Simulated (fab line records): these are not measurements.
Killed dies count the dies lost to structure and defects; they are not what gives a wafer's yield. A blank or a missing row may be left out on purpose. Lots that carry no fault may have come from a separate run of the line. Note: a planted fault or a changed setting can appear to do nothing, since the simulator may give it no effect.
A lot that was struck, set against a sound lot ; flow sky130 ; 18 steps out of a route of 708
Sound: these wafers, L197.3, L197.4, L197.5. Struck: wafers L206.1, L206.4, L206.6. Last of all comes the cause.
At each step with rows: each side's tool, then ch and its chambers, then its first start. Under that, the readings that differ: sound wafers ; struck wafers ; difference of the means ; sigmas: that difference in standard deviations of wafers without a fault.
alike: same words and numbers on both sides, and readings whose means sit less than 2 such deviations apart. not compared: any withheld reading, any reading some wafer has no value for, any bound like >300 that may hide the same value, and any number with overlapping values for which the record gives no deviation.
A row with sigmas, a row that says differs or no value, or rows on one side alone: a step with any of these is where the two part. Numbers that have no deviation but don't overlap get no sigmas and don't part them. Lack of a reading on every wafer of one side parts them only where that side has two or more wafers.

SKY_NWELL_TW_MEAS_26:
  sound: film_metro-01 at day 6 00:04; struck: film_metro-01 at day 8 01:08
  alike: NWELL_2_TW
then, 1 step without rows for these wafers: SKY_NWELL_CLEAN_27 (cleans in SC1/SC2, time 150 s).
SKY_NWELL_RTA_28: time 30 s.
  sound on rtp_anneal-02 ch 0, day 6 00:11; struck on rtp_anneal-02 ch 0, day 8 01:15
  alike: lamp_power_pct, wafer_temp_C_max
SKY_NWELL_RS_MEAS_29: measurement is done with a four-point probe.
  sound: film_metro-02 at day 6 00:17; struck: film_metro-04 at day 8 01:21
  alike: NWELL_RS
SKY_NWELL_RS_MEAS_31: measurement is done with a four-point probe.
  sound: film_metro-02 at day 6 00:32; struck: film_metro-04 at day 8 01:35
reading;sound;struck;difference;sigmas
PWDE_RS (ohm/sq);5302 5288 5285;5235 5227 5244;-56;-3
then, 6 steps without rows for these wafers: SKY_VT_ADJUST_HVTP_DEHYDRATE_00 (time 60 s); SKY_VT_ADJUST_HVTP_HMDS_01 (prime time 60 s); SKY_VT_ADJUST_HVTP_COAT_02 (resist thk 1140 nm); SKY_VT_ADJUST_HVTP_SOFTBAKE_03 (time 60 s); SKY_VT_ADJUST_HVTP_EXPOSE_04 (exposes mask HVTPM, target cd 380 nm); SKY_VT_ADJUST_HVTP_PEB_05.
SKY_VT_ADJUST_HVTP_DEVELOP_06: develop time 60 s.
  sound on litho_track-01 ch 0, day 6 18:04; struck on litho_track-01 ch 0, day 8 22:55
SKY_VT_ADJUST_HVTP_CD_MEAS_07: the cd target is 380 nm.
  sound: cd_sem-02 at day 6 18:12; struck: cd_sem-01 at day 8 23:04
reading;sound;struck;difference;sigmas
cd_nm (nm);381.6 380.7 382.3;- - -;no value on the struck wafers;
SKY_VT_ADJUST_HVTP_OVL_MEAS_08:
  sound: overlay-01 at day 6 18:18; struck: overlay-01 at day 8 23:11
reading;sound;struck;difference;sigmas
VT_ADJUST_HVTP_OVL (nm);0.1 -0.4 -1.6;- - -;no value on the struck wafers;
then, 1 step without rows for these wafers: SKY_VT_ADJUST_HVTP_IMPLANT_09.
SKY_VT_ADJUST_HVTP_STRIP_10: strips in O2/N2.
  sound on plasma_asher-03 ch 0,1, day 6 18:30; struck on plasma_asher-04 ch 0, day 8 23:22
reading;sound;struck;difference;sigmas
drypump_motor_current_A (A);5.7 4.9 4.9;6.2 6.2 6.2;+1.0;+2
  alike: oes_product_au, strip_time_to_endpoint_s
  not compared: rf_hours_counter_h
SKY_VT_ADJUST_HVTP_TW_MEAS_11:
  sound: film_metro-03 at day 6 18:35; struck: film_metro-02 at day 8 23:28
reading;sound;struck;difference;sigmas
VT_ADJUST_HVTP_TW;1348 1346 1342;30 30 30;-1315;-99 or more
then, 1 step without rows for these wafers: SKY_VT_ADJUST_LVTN_DEHYDRATE_00 (time 60 s).

== WHERE THEY PART ==
At SKY_NWELL_RS_MEAS_31 first; at SKY_VT_ADJUST_HVTP_TW_MEAS_11 last (within this record only).

WHY: what had been put in by the simulator
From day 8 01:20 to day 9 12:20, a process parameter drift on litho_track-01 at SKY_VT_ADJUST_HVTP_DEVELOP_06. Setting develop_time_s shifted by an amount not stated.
